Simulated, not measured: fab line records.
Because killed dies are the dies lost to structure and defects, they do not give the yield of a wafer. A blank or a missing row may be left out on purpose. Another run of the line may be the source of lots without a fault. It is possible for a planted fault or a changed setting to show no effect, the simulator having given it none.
fab line records + flow sky130
record
- lots=5
- wafers=15
- last_day=49
route steps=708 shown VIA4@639 PAD_OPEN@708
lots that met no fault: taken from a fault-free run of the same line
start_h: start of the lot's first displayed wafer, in hours after the record's first day + wait_h: hours elapsed since this lot's preceding step + " the same as in the row above + L1.1+2: a row that stands for several wafers + - no value, or no start given + * or withheld: withheld + < > ~ a bound
route shown NAME@n: a module of which the file shows steps, and the number in the route of the first + usual: mean/standard deviation of fault-free wafers + same: alike in all rows + chamber/n: place in a boat + sites: per-site readings + _std_site: their standard deviation + _edge_site: the outer-site mean with the inner-site mean subtracted + radius_mm: for every site, how far away it sits from the centre of the wafer + mask NAME#n: copy n + behind: tool/chamber where the wafer was last shaped + hold: cause of the lot's hold/its duration in hours/its outcome + device: which transistor (n, p or np) failed to switch + end of line: at the end of the route, the tests of the same wafers + step lacking rows: just its recipe + killed: dies lost to structure and defects at the first sort, not the wafer's yield + map: shows each die of a wafer: x if killed, . if not, _ if none is there
set.NAME: the setting as run; set.NAME@STEP: as run at that earlier step + model.NAME: the simulator's own value behind a step, which no gauge read
lots at selected steps of the route; one table per step, one row per wafer
services: the hour from which a tool's chamber was out of use, counted from the record's first day as start_h (under 0 if before that day), plus the number of hours and why
## steps
# step SKY_VIA4_HDPCVD_00
# recipe
- material=SiO2
- target_thk_nm=1750
- sigma_open_frac=0.3
- time_s=291.7
- temp_c=400
- sih4_flow_sccm=60
- pressure_mtorr=6
# step SKY_VIA4_THK_MEAS_01
# recipe
- reads=SiO2_of_VIA4_HDPCVD_00
# usual
- VIA4_HDPCVD_THK=1729/17
| lot.wafer | tool          | chamber | start_h | wait_h | VIA4_HDPCVD_THK[nm] |
|-----------|---------------|---------|---------|--------|---------------------|
| L716.1    | film_metro-01 | -       | 1016.79 | 0.1    | 1727                |
| L716.2    | "             | -       | "       | "      | 1701                |
| L716.3    | "             | -       | "       | "      | 1717                |
| L719.2    | film_metro-01 | -       | 1026.74 | 0.1    | 1728                |
| L719.3    | "             | -       | "       | "      | 1720                |
| L719.4    | "             | -       | "       | "      | 1722                |
| L722.1    | film_metro-02 | -       | 1053.66 | 0.1    | 1714                |
| L722.3    | "             | -       | "       | "      | 1727                |
| L722.5    | "             | -       | "       | "      | 1722                |
| L724.1    | film_metro-01 | -       | 1065.64 | 0.1    | 1707                |
| L724.3    | "             | -       | "       | "      | 1704                |
| L724.6    | "             | -       | "       | "      | 1716                |
| L729.2    | film_metro-03 | -       | 1092.65 | 0.1    | 1729                |
| L729.4    | "             | -       | "       | "      | 1728                |
| L729.5    | "             | -       | "       | "      | 1734                |
# step SKY_VIA4_CMP_02
# recipe
- material=SiO2
- down_force_psi=4
- platen_rpm=60
- pad_velocity_m_s=0.94248
# usual
- motor_current_A=12.4/0.86
- slurry_filter_dp_kPa=13.51/0.14
| lot.wafer | tool   | chamber | start_h | wait_h | motor_current_A | slurry_filter_dp_kPa |
|-----------|--------|---------|---------|--------|-----------------|----------------------|
| L716.2    | cmp-02 | 3       | 1016.85 | 0.0    | 13.7            | 13.64                |
| L716.1    | "      | 0       | "       | "      | 11.9            | 13.46                |
| L716.3    | "      | 1       | "       | "      | 11.2            | 13.46                |
| L719.2    | cmp-01 | 2       | 1026.79 | 0.0    | 12.6            | 13.40                |
| L719.4    | "      | 3       | "       | "      | 12.5            | 13.37                |
| L719.3    | "      | 1       | "       | "      | 12.1            | 13.54                |
| L722.1    | cmp-02 | 0       | 1053.82 | 0.1    | 11.0            | 13.44                |
| L722.3    | "      | 1       | "       | "      | 11.6            | 13.62                |
| L722.5    | "      | 2       | "       | "      | 14.0            | 13.43                |
| L724.1    | cmp-02 | 3       | 1065.70 | 0.1    | 14.2            | 13.46                |
| L724.3    | "      | 0       | "       | "      | 11.5            | 13.32                |
| L724.6    | "      | 0       | "       | "      | 11.3            | 13.74                |
| L729.2    | cmp-01 | 2       | 1094.04 | 1.4    | 12.2            | 13.56                |
| L729.4    | "      | 0       | "       | "      | 12.0            | 13.72                |
| L729.5    | "      | 3       | "       | "      | 12.2            | 13.38                |
# step SKY_VIA4_BOW_MEAS_03
# recipe
- mode=bow
# usual
- VIA4_BOW=81/8.3
| lot.wafer | tool          | chamber | start_h | wait_h | VIA4_BOW[um] |
|-----------|---------------|---------|---------|--------|--------------|
| L716.1    | film_metro-01 | -       | 1017.15 | 0.2    | 73           |
| L716.2    | "             | -       | "       | "      | 77           |
| L716.3    | "             | -       | "       | "      | 80           |
| L719.2    | film_metro-02 | -       | 1027.11 | 0.3    | 88           |
| L719.3    | "             | -       | "       | "      | 79           |
| L719.4    | "             | -       | "       | "      | 74           |
| L722.1    | film_metro-01 | -       | 1054.02 | 0.1    | 79           |
| L722.3    | "             | -       | "       | "      | 87           |
| L722.5    | "             | -       | "       | "      | 81           |
| L724.1    | film_metro-02 | -       | 1066.00 | 0.2    | 94           |
| L724.3    | "             | -       | "       | "      | 68           |
| L724.6    | "             | -       | "       | "      | 73           |
| L729.2    | film_metro-02 | -       | 1094.36 | 0.3    | 87           |
| L729.4    | "             | -       | "       | "      | 81           |
| L729.5    | "             | -       | "       | "      | 82           |
# step SKY_VIA4_DEHYDRATE_04
# recipe
- temp_c=200
- time_s=60
# step SKY_VIA4_HMDS_05
# recipe
- prime_time_s=60
- prime_temp_c=120
# step SKY_VIA4_COAT_06
# recipe
- resist=NOVOLAK
- spin_rpm=3000
- resist_thk_nm=1140
# step SKY_VIA4_SOFTBAKE_07
# recipe
- temp_c=90
- time_s=57.09
- resist=NOVOLAK
# step SKY_VIA4_EXPOSE_08
# recipe
- mask_id=VIM4
- na=0.6
- source_shape=conventional
- sigma_outer=0.6
- polarization=unpolarized
- target_cd_nm=800
- dose_mj=132
# step SKY_VIA4_PEB_09
# recipe
- temp_c=withheld
- time_s=*
- resist=NOVOLAK
# step SKY_VIA4_DEVELOP_10
# recipe
- resist=NOVOLAK
- developer=TMAH
- develop_time_s=60
- dev_temp_c=23
# step SKY_VIA4_OVL_MEAS_11
# usual
- VIA4_OVL=-0.3/1.5
| lot.wafer | tool       | chamber | start_h | wait_h | VIA4_OVL[nm] |
|-----------|------------|---------|---------|--------|--------------|
| L716.1    | overlay-02 | -       | 1041.02 | 0.1    | -2.0         |
| L716.2    | "          | -       | "       | "      | -0.6         |
| L716.3    | "          | -       | "       | "      | -0.6         |
| L719.2    | overlay-01 | -       | 1049.17 | 0.1    | 0.7          |
| L719.3    | "          | -       | "       | "      | -1.3         |
| L719.4    | "          | -       | "       | "      | -1.2         |
| L722.1    | overlay-01 | -       | 1074.48 | 0.1    | 0.1          |
| L722.3    | "          | -       | "       | "      | -1.3         |
| L722.5    | "          | -       | "       | "      | 1.5          |
| L724.1    | overlay-01 | -       | 1087.12 | 0.1    | 1.1          |
| L724.3    | "          | -       | "       | "      | 0.3          |
| L724.6    | "          | -       | "       | "      | 0.1          |
| L729.2    | overlay-01 | -       | 1113.82 | 0.1    | 0.9          |
| L729.4    | "          | -       | "       | "      | 0.0          |
| L729.5    | "          | -       | "       | "      | 0.7          |
# step SKY_VIA4_ETCH_12
# recipe
- target=SiO2
- chemistry=C4F8/O2/Ar
- stop_on=TiN
- mask_material=NOVOLAK
- source_w=1500
- bias_w=1200
- pressure_mtorr=40
- c4f8_flow_sccm=withheld
- O2_flow_sccm=6
- Ar_flow_sccm=300
- time_s=withheld
- target_depth_a=5800
# usual
- bias_w=1200/4
- chamber_pressure_mTorr=40.00/0.037
- oes_product_au=0.926/0.0045
| lot.wafer | tool        | chamber | start_h | wait_h | bias_w | chamber_pressure_mTorr | oes_product_au | model.NOVOLAK_of_VIA4_COAT_06.thk_nm |
|-----------|-------------|---------|---------|--------|--------|------------------------|----------------|--------------------------------------|
| L716.1    | rie_diel-04 | 2       | 1041.05 | 0.0    | 1194   | 40.01                  | 0.924          | 1008                                 |
| L716.2    | "           | 0       | "       | "      | 1197   | 39.97                  | 0.926          | 1008                                 |
| L716.3    | "           | 3       | "       | "      | 1197   | 39.98                  | 0.926          | 1009                                 |
| L719.2    | rie_diel-04 | 2       | 1049.20 | 0.0    | -      | -                      | -              | 1141                                 |
| L719.3    | "           | 0       | "       | "      | -      | -                      | -              | 1140                                 |
| L719.4    | "           | 3       | "       | "      | -      | -                      | -              | 1141                                 |
| L722.1    | rie_diel-01 | 2       | 1074.52 | 0.0    | 1205   | 40.00                  | 0.937          | 1007                                 |
| L722.3    | "           | 0       | "       | "      | 1204   | 39.98                  | 0.934          | 1010                                 |
| L722.5    | "           | 0       | "       | "      | 1199   | 40.02                  | 0.921          | 1004                                 |
| L724.1    | rie_diel-02 | 1       | 1087.15 | 0.0    | 1198   | 39.93                  | 0.929          | 1009                                 |
| L724.3    | "           | 3       | "       | "      | 1197   | 40.03                  | 0.918          | 1008                                 |
| L724.6    | "           | 3       | "       | "      | 1196   | 39.98                  | 0.924          | 1009                                 |
| L729.2    | rie_diel-04 | 3       | 1113.85 | 0.0    | 1199   | 40.01                  | 0.916          | 1013                                 |
| L729.4    | "           | 1       | "       | "      | 1200   | 39.96                  | 0.926          | 1007                                 |
| L729.5    | "           | 3       | "       | "      | 1196   | 39.99                  | 0.926          | 1012                                 |
# step SKY_VIA4_STRIP_13
# recipe
- chemistry=O2/N2
- power_w=1400
- pressure_mtorr=1500
- platen_temp_c=withheld
- o2_flow_sccm=3000
- n2_flow_sccm=300
- overash_fraction=0.5
# usual
- drypump_motor_current_A=5.4/0.45
- oes_product_au=0.709/0.0048
- strip_time_to_endpoint_s=12.81/0.038
| lot.wafer | tool            | chamber | start_h | wait_h | drypump_motor_current_A | oes_product_au | rf_hours_counter_h | strip_time_to_endpoint_s |
|-----------|-----------------|---------|---------|--------|-------------------------|----------------|--------------------|--------------------------|
| L716.1    | plasma_asher-02 | 0       | 1041.13 | -      | 5.5                     | 0.709          | 121                | 12.76                    |
| L716.2    | "               | 1       | "       | "      | 4.8                     | 0.710          | 121                | 12.85                    |
| L716.3    | "               | 1       | "       | "      | 4.8                     | 0.710          | -                  | 12.76                    |
| L719.2    | plasma_asher-03 | 1       | 1049.28 | -      | 5.3                     | 0.717          | 95                 | 14.20                    |
| L719.3    | "               | 0       | "       | "      | 6.2                     | 0.709          | -                  | 14.16                    |
| L719.4    | "               | 1       | "       | "      | 5.4                     | 0.718          | -                  | 14.20                    |
| L722.1    | plasma_asher-03 | 0       | 1074.59 | -      | 6.2                     | 0.704          | 98                 | 12.81                    |
| L722.3    | "               | 0       | "       | "      | 6.2                     | 0.716          | -                  | 12.78                    |
| L722.5    | "               | 0       | "       | "      | 6.2                     | 0.707          | -                  | 12.79                    |
| L724.1    | plasma_asher-02 | 0       | 1087.23 | -      | 5.5                     | 0.713          | 2                  | 12.78                    |
| L724.3    | "               | 0       | "       | "      | 5.5                     | 0.714          | -                  | 12.84                    |
| L724.6    | "               | 1       | "       | "      | 4.8                     | 0.706          | -                  | 12.78                    |
| L729.2    | plasma_asher-04 | 0       | 1113.93 | -      | 5.4                     | 0.704          | 71                 | 12.82                    |
| L729.4    | "               | 0       | "       | "      | 5.5                     | 0.706          | -                  | 12.81                    |
| L729.5    | "               | 1       | "       | "      | 5.9                     | 0.721          | -                  | 12.82                    |
# step SKY_VIA4_STRIP_14
# recipe
- chemistry=post_etch_residue_remover
- time_s=1200
- temp_c=72.5
# step SKY_PAD_OPEN_PROBE_99
# usual
- defect_limited_yield=82.9/1.8
- killed_at_M0_to_M3=42/7.2
- killed_at_M4_up=3.2/1.8
- killed_at_contacts=24/5.4
- killed_at_front_end=15/4
- killed_at_other=0.3/0.59
- killed_dies=84/9
- killed_on_rim=17/3.3
- killed_open=46/7.1
- killed_short=38/6
- sort_bin_3_pad_short=0.8/0.41
- sort_bin_5_function=10.1/1.3
- sort_bin_6_memory=6.3/1.2
- sort_n_pass=408/9
- sort_yield_pct=82.9/1.8
# same
- gross_dies=492
- killed_at_back_side=0
- sort_bin_4_leakage[%]=0
- sort_bin_8_speed[%]=0
| lot.wafer | tool      | chamber | start_h | wait_h | hold                   | defect_limited_yield[%] | killed_at_M0_to_M3 | killed_at_M4_up | killed_at_contacts | killed_at_front_end | killed_at_other | killed_dies | killed_on_rim | killed_open | killed_short | sort_bin_3_pad_short[%] | sort_bin_5_function[%] | sort_bin_6_memory[%] | sort_n_pass | sort_yield_pct[%] |
|-----------|-----------|---------|---------|--------|------------------------|-------------------------|--------------------|-----------------|--------------------|---------------------|-----------------|-------------|---------------|-------------|--------------|-------------------------|------------------------|----------------------|-------------|-------------------|
| L716.1    | prober-02 | -       | 1108.44 | 0.1    | -                      | 84.1                    | 36                 | 2               | 21                 | 19                  | 0               | 78          | 10            | 35          | 43           | 1.4                     | 9.8                    | 4.7                  | 414         | 84.1              |
| L716.2    | prober-02 | -       | 1108.49 | 0.1    | -                      | 82.5                    | 48                 | 6               | 24                 | 8                   | 0               | 86          | 16            | 42          | 44           | 1.4                     | 10.4                   | 5.7                  | 406         | 82.5              |
| L716.3    | prober-02 | -       | 1108.54 | 0.2    | -                      | 84.6                    | 47                 | 2               | 14                 | 13                  | 0               | 76          | 19            | 38          | 38           | 0                       | 10.2                   | 5.3                  | 416         | 84.6              |
| L719.2    | prober-02 | -       | 1115.85 | 0.1    | await_dispo/8.4h/scrap | 0                       | 36                 | 414             | 22                 | 20                  | 0               | 492         | 96            | 47          | 35           | 0.4                     | 93.3                   | 6.3                  | 0           | 0                 |
| L719.3    | prober-02 | -       | 1115.90 | 0.2    | await_dispo/8.4h/scrap | 0                       | 35                 | 401             | 36                 | 20                  | 0               | 492         | 96            | 52          | 42           | 1.8                     | 92.5                   | 5.7                  | 0           | 0                 |
| L719.4    | prober-02 | -       | 1115.95 | 0.2    | await_dispo/8.4h/scrap | 0                       | 45                 | 413             | 16                 | 17                  | 1               | 492         | 96            | 43          | 43           | 1.0                     | 92.9                   | 6.1                  | 0           | 0                 |
| L722.1    | prober-02 | -       | 1137.92 | 0.1    | -                      | 82.5                    | 49                 | 1               | 27                 | 8                   | 1               | 86          | 19            | 41          | 44           | 1.2                     | 10.6                   | 5.7                  | 406         | 82.5              |
| L722.3    | prober-02 | -       | 1138.02 | 0.2    | -                      | 84.3                    | 31                 | 4               | 28                 | 13                  | 1               | 77          | 16            | 45          | 32           | 0.4                     | 9.6                    | 5.7                  | 415         | 84.3              |
| L722.5    | prober-02 | -       | 1138.12 | 0.2    | -                      | 85.2                    | 44                 | 4               | 15                 | 10                  | 0               | 73          | 10            | 41          | 32           | 0.6                     | 9.1                    | 5.1                  | 419         | 85.2              |
| L724.1    | prober-02 | -       | 1154.62 | 0.1    | -                      | 84.6                    | 33                 | 1               | 24                 | 17                  | 1               | 76          | 19            | 48          | 27           | 0.6                     | 8.1                    | 6.7                  | 416         | 84.6              |
| L724.3    | prober-02 | -       | 1154.72 | 0.2    | -                      | 83.9                    | 39                 | 2               | 22                 | 16                  | 0               | 79          | 16            | 41          | 36           | 0.8                     | 10.6                   | 4.7                  | 413         | 83.9              |
| L724.6    | prober-02 | -       | 1154.87 | 0.2    | -                      | 81.3                    | 40                 | 1               | 27                 | 24                  | 0               | 92          | 15            | 52          | 39           | 0.6                     | 10.2                   | 7.9                  | 400         | 81.3              |
| L729.2    | prober-01 | -       | 1173.85 | 0.1    | -                      | 83.9                    | 39                 | 0               | 27                 | 12                  | 1               | 79          | 17            | 41          | 38           | 0.6                     | 10.4                   | 5.1                  | 413         | 83.9              |
| L729.4    | prober-01 | -       | 1173.95 | 0.2    | -                      | 83.7                    | 29                 | 6               | 30                 | 15                  | 0               | 80          | 14            | 45          | 35           | 0.2                     | 10.2                   | 5.9                  | 412         | 83.7              |
| L729.5    | prober-01 | -       | 1174.00 | 0.2    | -                      | 81.9                    | 38                 | 3               | 33                 | 15                  | 0               | 89          | 21            | 53          | 35           | 0                       | 12.2                   | 5.9                  | 403         | 81.9              |
# killed by level:class
L716.1 CONTACT:geometric_particle:open=8 VIA3:geometric_particle:open=8 CONTACT:geometric_particle:short=7 FIELD_ISO:geometric_particle:open=6 METAL2:geometric_particle:short=6 METAL3:geometric_particle:short=5 VIA1:geometric_particle:open=5 FIELD_ISO:geometric_particle:short=4
L716.2 CONTACT:geometric_particle:open=8 METAL1:geometric_particle:short=8 VIA1:geometric_particle:open=8 METAL2:geometric_particle:short=8 VIA3:geometric_particle:open=6 CONTACT:geometric_particle:short=6 LI_CONTACT:geometric_particle:open=6 VIA2:geometric_particle:open=6
L716.3 VIA1:geometric_particle:open=14 METAL1:geometric_particle:short=6 METAL2:geometric_particle:short=6 LOCAL_INTERCONNECT:geometric_particle:short=5 FIELD_ISO:geometric_particle:open=4 VIA3:geometric_particle:open=4 CONTACT:geometric_particle:open=4 VIA1:geometric_particle:short=4
L719.2 VIA4:area_etch=410 VIA1:geometric_particle:open=9 CONTACT:geometric_particle:open=7 VIA3:geometric_particle:open=7 VIA2:geometric_particle:short=5 FIELD_ISO:geometric_particle:short=4 FIELD_ISO:geometric_particle:open=4 POLY_GATE:geometric_particle:open=4
L719.3 VIA4:area_etch=398 CONTACT:geometric_particle:short=13 CONTACT:geometric_particle:open=9 VIA1:geometric_particle:open=9 VIA2:geometric_particle:open=9 LI_CONTACT:geometric_particle:open=7 VIA3:geometric_particle:open=7 POLY_GATE:geometric_particle:short=5
L719.4 VIA4:area_etch=406 POLY_GATE:geometric_particle:open=9 VIA3:geometric_particle:open=6 METAL3:geometric_particle:short=6 VIA2:geometric_particle:open=6 METAL4:geometric_particle:short=5 CONTACT:geometric_particle:short=5 VIA1:geometric_particle:open=5
L722.1 METAL1:geometric_particle:short=9 LI_CONTACT:geometric_particle:open=8 CONTACT:geometric_particle:open=8 VIA3:geometric_particle:open=8 VIA1:geometric_particle:open=7 VIA2:geometric_particle:open=6 METAL2:geometric_particle:short=5 LOCAL_INTERCONNECT:geometric_particle:short=5
L722.3 VIA2:geometric_particle:open=9 VIA1:geometric_particle:open=8 CONTACT:geometric_particle:short=7 CONTACT:geometric_particle:open=6 LOCAL_INTERCONNECT:geometric_particle:short=6 LI_CONTACT:geometric_particle:open=5 POLY_GATE:geometric_particle:open=3 VIA2:geometric_particle:short=3
L722.5 VIA1:geometric_particle:open=12 VIA2:geometric_particle:open=7 VIA3:geometric_particle:short=7 CONTACT:geometric_particle:open=6 VIA3:geometric_particle:open=4 LOCAL_INTERCONNECT:geometric_particle:short=4 METAL1:geometric_particle:short=4 VIA1:geometric_particle:short=4
L724.1 LI_CONTACT:geometric_particle:open=9 CONTACT:geometric_particle:open=8 VIA3:geometric_particle:open=7 VIA2:geometric_particle:open=6 POLY_GATE:geometric_particle:open=5 FIELD_ISO:geometric_particle:open=4 VIA1:geometric_particle:open=4 METAL2:geometric_particle:short=4
L724.3 VIA1:geometric_particle:open=13 LOCAL_INTERCONNECT:geometric_particle:short=9 VIA1:geometric_particle:short=5 LI_CONTACT:geometric_particle:open=4 CONTACT:geometric_particle:open=4 VIA2:geometric_particle:open=4 POLY_GATE:geometric_particle:open=3 POLY_GATE:geometric_particle:short=3
L724.6 VIA1:geometric_particle:open=12 LI_CONTACT:geometric_particle:open=9 CONTACT:geometric_particle:open=7 FIELD_ISO:geometric_particle:open=6 POLY_GATE:geometric_particle:short=6 VIA3:geometric_particle:open=6 METAL1:geometric_particle:short=5 POLY_GATE:geometric_particle:open=4
L729.2 CONTACT:geometric_particle:short=9 CONTACT:geometric_particle:open=8 METAL2:geometric_particle:short=8 VIA1:geometric_particle:open=7 VIA2:geometric_particle:open=6 VIA3:geometric_particle:open=6 LI_CONTACT:geometric_particle:open=5 VIA1:geometric_particle:short=4
L729.4 LOCAL_INTERCONNECT:geometric_particle:short=8 LI_CONTACT:geometric_particle:open=7 CONTACT:geometric_particle:open=7 FIELD_ISO:geometric_particle:open=6 VIA1:geometric_particle:open=6 METAL2:geometric_particle:short=6 VIA2:geometric_particle:open=6 CONTACT:geometric_particle:short=4
L729.5 VIA1:geometric_particle:open=11 LI_CONTACT:geometric_particle:open=10 VIA2:geometric_particle:open=10 CONTACT:geometric_particle:open=7 LOCAL_INTERCONNECT:geometric_particle:short=6 CONTACT:geometric_particle:short=6 FIELD_ISO:geometric_particle:open=4 SPACER:geometric_particle:open=4
# map L719.2 (x killed, . not)
__________xxxxxxxxxx_________
________xxxxxxxxxxxxxx_______
______xxxxxxxxxxxxxxxxxx_____
_____xxxxxxxxxxxxxxxxxxxx____
____xxxxxxxxxxxxxxxxxxxxxx___
___xxxxxxxxxxxxxxxxxxxxxxxx__
__xxxxxxxxxxxxxxxxxxxxxxxxxx_
_xxxxxxxxxxxxxxxxxxxxxxxxxxxx
_xxxxxxxxxxxxxxxxxxxxxxxxxxxx
_xxxxxxxxxxxxxxxxxxxxxxxxxxxx
_xxxxxxxxxxxxxxxxxxxxxxxxxxxx
_xxxxxxxxxxxxxxxxxxxxxxxxxxxx
_xxxxxxxxxxxxxxxxxxxxxxxxxxxx
_xxxxxxxxxxxxxxxxxxxxxxxxxxxx
_xxxxxxxxxxxxxxxxxxxxxxxxxxxx
__xxxxxxxxxxxxxxxxxxxxxxxxxx_
___xxxxxxxxxxxxxxxxxxxxxxxx__
____xxxxxxxxxxxxxxxxxxxxxx___
_____xxxxxxxxxxxxxxxxxxxx____
______xxxxxxxxxxxxxxxxxx_____
________xxxxxxxxxxxxxx_______
__________xxxxxxxxxx_________
# map L729.5 (x killed, . not)
__________....x....._________
________.............._______
______.....x..x......xx._____
_____....x.......x......x____
____......x.xx..x.........___
___x.......x..x.........x..__
__x..x....xx.x.......x....xx_
_..........................x.
_...x.x...x....x.x...........
_......x...xx......x....x....
_......x.........x.....x..xx.
_...x....x.x..........x..x...
_.....x...................x..
_...xx.....x..........xx..x..
_x...........x...........xx..
__x..x..xx.x.....xx....x..x._
___......x...x..x....x...xx__
____.x.x..x..x..x.....x...___
_____x.x......x.x.x......____
______.........x........_____
________x.x..........._______
__________...xx....x_________
## services
| tool            | chamber | start_h | hours | kind                           |
|-----------------|---------|---------|-------|--------------------------------|
| rie_diel-02     | 1       | 1001.98 | 5.6   | repair                         |
| rie_diel-01     | 0       | 1008.23 | 3.6   | repair                         |
| plasma_asher-03 | -       | 1012.01 | 1.4   | repair                         |
| cmp-01          | -       | 1019.73 | 1.0   | repair                         |
| cmp-01          | -       | 1029.96 | 1.0   | repair                         |
| cmp-02          | -       | 1032.68 | 4.8   | repair                         |
| plasma_asher-03 | -       | 1034.58 | 5.4   | repair                         |
| rie_diel-02     | -       | 1036.24 | 0.4   | repair                         |
| cmp-01          | -       | 1048.72 | 6.0   | pm                             |
| rie_diel-04     | -       | 1050.56 | 28.1  | pm                             |
| plasma_asher-02 | -       | 1055.25 | 9.0   | pm                             |
| plasma_asher-02 | 0       | 1055.25 | 9.0   | vent_cycle                     |
| plasma_asher-02 | 1       | 1055.25 | 9.0   | vent_cycle                     |
| cmp-01          | -       | 1059.60 | 0.3   | repair                         |
| rie_diel-02     | -       | 1067.59 | 14.6  | pm                             |
| cmp-02          | -       | 1072.71 | 2.6   | repair                         |
| cmp-01          | -       | 1083.59 | 0.2   | repair                         |
| cmp-01          | -       | 1083.76 | 6.4   | repair                         |
| cmp-02          | -       | 1084.20 | 4.0   | pm                             |
| rie_diel-04     | 1       | 1084.48 | 26.8  | repair                         |
| cmp-02          | -       | 1088.20 | -     | consumable_replace:conditioner |
| cmp-02          | -       | 1088.20 | -     | consumable_replace:pad         |
| rie_diel-04     | -       | 1101.76 | 2.8   | pm                             |
| rie_diel-02     | -       | 1105.66 | 2.8   | pm                             |
## key
first_sign
- step=SKY_VIA4_ETCH_12
- reading=tool_record
- direction=missing
effect
- step=SKY_VIA4_STRIP_13
- reading=strip_time_to_endpoint_s
- direction=up
- sigmas=36
- usual=*
- struck=*
effect
- step=SKY_PAD_OPEN_PROBE_99
- reading=killed_at_M4_up
- direction=up
- sigmas=99+
- usual=3.2
- struck=409.3
model_effect
- step=SKY_VIA4_ETCH_12
- value=NOVOLAK_of_VIA4_COAT_06.thk_nm
- without=1009
- struck=1140
more_kills_born_at
- SKY_VIA4_ETCH_12@rie_diel-04=1214
met_at SKY_VIA4_ETCH_12
struck_wafers L719.2,L719.3,L719.4
later_rows_left_out L719.2,L719.3,L719.4
onset_between 1041.05 1049.20
fault
- kind=skipped_step_whole
- tool=rie_diel-02,rie_diel-04
- chamber=-
- onset_h=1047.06
- steps=SKY_VIA4_ETCH_12
- scope=struck_lots_only
# later_rows_left_out: the simulator's readings of these wafers behind a module that went badly wrong aren't trusted and aren't shown, but for the sort
